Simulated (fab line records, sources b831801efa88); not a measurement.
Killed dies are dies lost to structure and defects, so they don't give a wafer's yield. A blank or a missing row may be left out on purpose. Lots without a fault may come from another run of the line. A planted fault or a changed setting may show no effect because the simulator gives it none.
A struck lot beside a sound one | flow sky130 | 38 steps out of a route of 708
Sound: wafers L261.1, L261.2, L261.6. Struck: wafer L260.6. (L260.3, L260.5 of the same lot were not struck and are left out.) The cause comes at the end.
At each step with rows: each side's tool, then ch and its chambers, then its first start. Under that, the readings that differ: sound wafers | struck wafers | difference of the means | sigmas: that difference in standard deviations of wafers without a fault.
alike: readings whose means differ by less than 2 such deviations, and words and numbers that are the same on both sides. not compared: withheld readings, readings that some wafer has no value for, bounds like >300 that may hide the same value, and numbers for which the record gives no deviation and whose values overlap.
The two part at a step that has a row with sigmas, a row that says differs or no value, or rows on one side only. Numbers that don't overlap but have no deviation are shown without sigmas and don't part them. A reading that every wafer of one side lacks parts them only if that side has two wafers or more.

first, 9 steps without rows for these wafers: SKY_VIA2_SPUTTER_20 (material TiN, target thk 20 nm, time 80 s); SKY_VIA2_CVD_21 (deposits W, target thk 420 nm, time 126.4 s); SKY_VIA2_CMP_24 (polishes, stops on SiO2, t overpolish 20 s, target thk 0 nm); SKY_METAL3_SPUTTER_00 (material Ti, target thk 15 nm, time 10 s); SKY_METAL3_SPUTTER_01 (material TiN, target thk 20 nm, time 16.7 s); SKY_METAL3_SPUTTER_02 (material AlCu, target thk 735 nm, time 39.1 s); SKY_METAL3_SPUTTER_03 (material Ti, target thk 5 nm, time 3.3 s); SKY_METAL3_SPUTTER_04 (material TiN, target thk 70 nm, time 58.3 s); SKY_CAPM_CVD_00 (deposits SiO2, target thk 15.5 nm).
SKY_CAPM_SPUTTER_02: material TiN, target thk 200 nm, time 166.7 s.
  sound on pvd_sputter-04, day 43 02:11; struck on pvd_sputter-03, day 42 21:12
  reading                                  | sound                | struck | difference | sigmas
  cathode_dc_power_W (W)                   | 6499.3 6500.7 6499.4 | 6289.2 | -210.6     | -99 or more
  model.TiN_of_CAPM_SPUTTER_02.thk_nm (nm) | 200.8 200.2 200      | 193.8  | -6.5       |
  alike: throttle_valve_pct
SKY_CAPM_RS_MEAS_03: measures by four-point-probe.
  sound on film_metro-04, day 43 02:17; struck on film_metro-04, day 42 21:21
  reading              | sound          | struck | difference | sigmas
  CAPM_TIN_RS (ohm/sq) | 6.88 6.90 6.91 | 7.14   | +0.24      | +4
SKY_CAPM_THK_MEAS_04: measures by xrf.
  sound on film_metro-04, day 43 02:25; struck on film_metro-04, day 42 21:27
  reading           | sound             | struck | difference | sigmas
  CAPM_TIN_THK (nm) | 199.1 198.8 199.2 | 192.5  | -6.5       | -3
then, 7 steps without rows for these wafers: SKY_CAPM_DEHYDRATE_05 (time 60 s); SKY_CAPM_HMDS_06 (prime time 60 s); SKY_CAPM_COAT_07 (resist thk 1140 nm); SKY_CAPM_SOFTBAKE_08 (time 60 s); SKY_CAPM_EXPOSE_09 (exposes mask CAPM, target cd 1000 nm); SKY_CAPM_PEB_10; SKY_CAPM_DEVELOP_11 (develop time 60 s).
SKY_CAPM_METAL_ETCH_13: etches TiN in Cl2/BCl3, stops on SiO2, target depth 220 nm, time 62.9 s.
  sound on rie_metal-03 ch 0,1, day 44 01:17; struck on rie_metal-04 ch 0, day 43 19:45
  reading                          | sound                | struck | difference | sigmas
  drypump_motor_current_A (A)      | 5.7 5.6 5.6          | 4.9    | -0.7       | -2
  oes_product_au (a.u.)            | 0.938 0.941 0.940    | 0.923  | -0.017     | -3
  throttle_valve_pct (%)           | 21.917 21.899 21.923 | 21.894 | -0.019     | -2
  model.CAPM.feature_depth_nm (nm) | 200.8 200.2 200      | 193.8  | -6.5       |
  model.etch.depth_nm (nm)         | 200.8 200.2 200      | 193.8  | -6.5       |
  not compared: rf_hours_counter_h
then, 16 steps without rows for these wafers: SKY_CAPM_STRIP_14 (strips in O2/N2); SKY_CAPM_STRIP_15 (strips in post etch residue remover, time 1200 s); SKY_CAPM_CLEAN_16 (cleans in IPA, time 180 s); SKY_CAPM_CLEAN_17 (cleans in O3/DIW); SKY_METAL3_DEHYDRATE_05 (time 60 s); SKY_METAL3_HMDS_06 (prime time 60 s); SKY_METAL3_COAT_07 (resist thk 60 nm); SKY_METAL3_COAT_08 (resist thk 1140 nm); SKY_METAL3_SOFTBAKE_09 (time 90 s); SKY_METAL3_EXPOSE_10 (exposes mask MM3, target cd 300 nm); SKY_METAL3_PEB_11; SKY_METAL3_DEVELOP_12 (develop time 60 s); SKY_METAL3_DESCUM_15 (chemistry O2, time 8 s); SKY_METAL3_ETCH_16 (etches BARC in N2/H2, stops on SiO2, time 88.2 s, target depth 60 nm); SKY_METAL3_ETCH_17 (etches SiO2 in C4F8/O2/Ar, stops on TiN, time 3.9 s, target depth 15 nm); SKY_METAL3_METAL_ETCH_18 (etches the open film in Cl2/BCl3, stops on SiO2, target depth 845 nm, time 183.1 s).
SKY_METAL3_STRIP_20: strips in post etch residue remover, time 1200 s.
  sound on wet_bench-01 ch 2, day 45 00:59; struck on wet_bench-01 ch 3, day 44 21:01
  reading                                  | sound           | struck | difference | sigmas
  bath_guard_temp_C (C)                    | 73.0 72.8 73.1  | 72.0   | -1.0       | -2
  model.TiN_of_CAPM_SPUTTER_02.thk_nm (nm) | 200 199.3 199.1 | 193    | -6         |
  alike: temp_c
-- the record jumps here: 6 days lie between the struck wafers' starts before and after (it left off in module METAL3 and takes up again in module PAD_OPEN, whose first step shown is number 708 of the route) --
SKY_PAD_OPEN_PROBE_99:
  sound on prober-01, day 50 20:10; struck on prober-02, day 50 18:07
  reading                          | sound             | struck | difference | sigmas
  sort_bin_6_memory (%)            | 6.3 8.1 7.7       | 3.9    | -3.5       | -3
  model.etest.cap_mim.plate_ohm_sq | 6.037 6.019 5.927 | 6.148  | +0.154     |
  alike: defect_limited_yield, killed_at_M0_to_M3, killed_at_M4_up, killed_at_contacts, killed_at_front_end, killed_at_other, killed_dies, killed_open, killed_short, sort_bin_3_pad_short, sort_bin_5_function, sort_n_pass, sort_yield_pct

WHERE THEY PART
First at SKY_CAPM_SPUTTER_02; last, within this record, at SKY_PAD_OPEN_PROBE_99.

WHY: what the simulator had put in
Process parameter drift: pvd_sputter-03, from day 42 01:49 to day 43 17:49, at SKY_CAPM_SPUTTER_02. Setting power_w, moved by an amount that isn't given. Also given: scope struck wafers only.
